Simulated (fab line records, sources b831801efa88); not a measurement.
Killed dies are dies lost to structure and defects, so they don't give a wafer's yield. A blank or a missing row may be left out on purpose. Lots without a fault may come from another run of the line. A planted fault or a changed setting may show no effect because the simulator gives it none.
One fault seen from 2 desks | flow gf180mcu | each desk has only its own numbers; what lay behind them comes last

THE METROLOGY DESK
What the gauges read, lot by lot, whatever tool the lot ran on: means of the sampled wafers that have a number. A lot is out of limits, marked OUT, if its mean lies more than 4 standard deviations from the usual mean; the brackets give that distance.
Columns: A = V3_W_RS at GF_V3_RS_MEAS_24, usual 0.328 ohm/sq; B = V3_W_THK at GF_V3_THK_MEAS_25, usual 360 nm; C = M4_ALCU_RS at GF_M4_RS_MEAS_05, usual 0.0701 ohm/sq; D = M4_ALCU_THK at GF_M4_THK_MEAS_06, usual 443 nm; E = cd_nm at GF_M4_CD_MEAS_14, usual 279.8 nm; F = M4_OVL at GF_M4_OVL_MEAS_15, usual 2 nm
lot  | first seen here | A     | B   | C                 | D              | E     | F
L635 | day 22 11:54    | 0.327 | 365 | 0.0705            | 442            | 279.1 | 8
L642 | day 25 03:48    | 0.326 | 369 | 0.0736 (+4.2) OUT | 424            | 281.0 | 6
L647 | day 26 15:15    | 0.330 | 359 | 0.0777 (+9.2) OUT | 402 (-6.9) OUT | 280.9 | 5
L650 | day 27 12:03    | 0.328 | 351 | 0.0706            | 437            | 280.1 | 12
L656 | day 29 21:59    | 0.326 | 362 | 0.0701            | 445            | 279.6 | -4
L657 | day 29 22:22    | 0.329 | 362 | 0.0698            | 439            | 280.6 | 5
This desk's finding: out of limits on L642, L647; first on L642, day 25 04:31 (M4_ALCU_RS at GF_M4_RS_MEAS_05). In limits: L635, L650, L656, L657.

THE TOOL OWNER'S DESK: pvd_sputter-01
The tool's own readings at GF_M4_SPUTTER_02 (material AlCu, target thk 450 nm, time 23.9 s): means of the sampled wafers that have a number, for each lot that ran on this tool. A lot is out of limits, marked OUT, if its mean lies more than 4 standard deviations from the usual mean; the brackets give that distance.
Columns: A = throttle_valve_pct at GF_M4_SPUTTER_02, usual 30.1 %
lot  | first seen here | A
L635 | day 22 12:31    | 30.0
L642 | day 25 04:25    | 30.3
L647 | day 26 15:49    | 30.3
L657 | day 29 22:56    | 30.0
This desk's finding: nothing out of limits on any of the 4 lots.

PUT TOGETHER
The metrology desk could have raised an alarm at day 25 04:31, on L642, L647.
The tool owner's desk saw nothing out of limits.
The tool owner's desk has L642, L647 on record, within its limits.
Of the lots named, all ran GF_M4_SPUTTER_02 on pvd_sputter-01.

WHAT THE SIMULATOR HAD PUT IN
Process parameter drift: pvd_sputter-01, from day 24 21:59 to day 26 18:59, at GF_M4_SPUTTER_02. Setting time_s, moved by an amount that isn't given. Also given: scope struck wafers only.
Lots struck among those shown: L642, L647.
Hours from the fault's start to each desk's first reading out of limits: the metrology desk, 7.
